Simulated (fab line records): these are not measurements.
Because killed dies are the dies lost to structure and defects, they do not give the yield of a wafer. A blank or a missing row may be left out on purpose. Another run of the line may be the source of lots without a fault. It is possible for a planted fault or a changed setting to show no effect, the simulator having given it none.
One fault seen from 2 desks ; flow sky130 ; what lay behind the numbers comes last; until then each desk has only its own

## FROM THE METROLOGY DESK
Means of the sampled wafers that have a number, per lot and without regard to the tool the lot ran on: this is what the gauges read. The brackets show how far a lot's mean lies from the usual mean; more than 4 standard deviations puts the lot out of limits, marked OUT.
Columns: A = PWDE_RS at SKY_NWELL_RS_MEAS_31, usual 5273 ohm/sq; B = VT_ADJUST_HVTP_OVL at SKY_VT_ADJUST_HVTP_OVL_MEAS_08, usual -0.7 nm; C = VT_ADJUST_LVTN_TW at SKY_VT_ADJUST_LVTN_TW_MEAS_10, usual 242.6
lot;first seen here;A;B;C
L521;day 5 05:28;5279;-2.0;242.1
L523;day 5 17:01;5254;-1.5;241.9
L526;day 7 06:28;5260;-0.8;243.9
L527;day 7 11:33;5264;-1.7;240.9
L528;day 7 18:36;5268;0.4;242.1
L529;day 7 20:18;5232;-1.6;243.8
L531;day 7 22:49;5288;1.5;240.9
L533;day 8 12:09;5262;1.5;130.5 (-75) OUT
L537;day 9 07:42;5323;-1.4;131.1 (-74) OUT
L541;day 10 14:04;5259;-2.1;239.5
L543;day 10 22:48;5257;-0.4;243.8
L544;day 11 03:13;5278;0.7;243.5
This desk finds L533, L537 out of limits, with the earliest case on L533 at day 10 07:56 (VT_ADJUST_LVTN_TW at SKY_VT_ADJUST_LVTN_TW_MEAS_10). Within limits: L521, L523, L526, L527, L528, L529, L531, L541, L543, L544.

## TOOL OWNER'S DESK, implanter-04
The tool's own readings at SKY_VT_ADJUST_LVTN_IMPLANT_08, given as means over the sampled wafers that have a number, one for each lot that went through this tool. The brackets show how far a lot's mean lies from the usual mean; more than 4 standard deviations puts the lot out of limits, marked OUT.
Columns: A = dose_ions_cm2 at SKY_VT_ADJUST_LVTN_IMPLANT_08, usual 1.5699e+12; B = faraday_current_uA at SKY_VT_ADJUST_LVTN_IMPLANT_08, usual 8.84
lot;first seen here;A;B
L521;day 6 17:30;1.5702e+12;8.89
L526;day 8 22:11;1.5711e+12;8.98
L529;day 9 15:44;1.5704e+12;8.87
L531;day 9 18:34;1.5679e+12;8.78
L533;day 10 07:41;1.5673e+11 (-99 or more) OUT;0.89 (-50) OUT
L537;day 11 05:43;1.5833e+11 (-99 or more) OUT;0.89 (-50) OUT
Finding of this desk: L533, L537 out of limits; the first was L533 at day 10 07:41, on dose_ions_cm2 at SKY_VT_ADJUST_LVTN_IMPLANT_08. Within limits: L521, L526, L529, L531.

## BROUGHT TOGETHER
The tool owner's desk could have raised an alarm at day 10 07:41, on L533, L537.
Metrology desk: alarm possible at day 10 07:56 on L533, L537.
Every lot named ran SKY_VT_ADJUST_LVTN_IMPLANT_08 on implanter-04.

## WHAT THE SIMULATOR HAD PUT IN
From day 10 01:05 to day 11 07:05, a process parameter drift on implanter-04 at SKY_VT_ADJUST_LVTN_IMPLANT_08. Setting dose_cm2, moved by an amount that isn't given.
Struck lots among those shown: L533, L537.
Counting hours from when the fault started, the first reading out of limits came at 7 for the tool owner's desk and at 7 for the metrology desk.
